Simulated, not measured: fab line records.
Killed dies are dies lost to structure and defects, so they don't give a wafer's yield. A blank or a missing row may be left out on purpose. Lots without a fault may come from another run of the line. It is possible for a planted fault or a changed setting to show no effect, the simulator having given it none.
Matching of chambers	flow gf180mcu	pecvd-01 running GF_V3_CVD_02: 3 sister chambers
The step deposits SiO2 from TEOS, target thk 850 nm, time 94.851 s. 6 wafers are shown with their chamber, then 8 later ones without.

WAFERS, EACH WITH ITS CHAMBER
wafer	chamber	heater-power-w (W)	run-length-s (s)
L415.1	2	761	123.0
L415.3	1	560	122.6
L424.1	0	584	123.5
L424.4	0	623	123.5
L424.6	1	528	122.5
L425.2	2	808	122.7

WAFERS WHOSE CHAMBER IS MISSING
wafer	heater-power-w (W)	run-length-s (s)
L425.3	498	123.1
L425.6	677	123.1
L426.2	825	123.1
L426.5	497	123.4
L426.6	503	122.9
L431.1	545	123.5
L431.5	807	123.0
L431.6	439	122.7

THE CHAMBER EACH PASSED THROUGH
wafer	from the rows above	in truth
L425.3	can't be placed: 1 or 0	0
L425.6	can't be placed: 0 or 2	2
L426.2	2	2
L426.5	0	0
L426.6	1	1
L431.1	0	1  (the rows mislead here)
L431.5	2	2
L431.6	1	1
Correctly placed: 5 of 8. From these rows, 2 cannot be placed; in 2 the true chamber is one of the candidates. Placed wrongly: 1.
How it was worked out, from the rows above alone: a wafer's distance from a chamber is the root of the sum, over the readings, of the square of ((its reading less the chamber's mean) divided by the reading's scatter). If the next closest chamber is less than 2 further off than the closest, the wafer can't be placed; otherwise it belongs to the closest. A chamber's mean is the mean of its shown wafers. How the scatter is found: for the shown wafers, subtract from each reading the mean of its chamber, square and add these, divide the total by (wafers less chambers), then take the root.
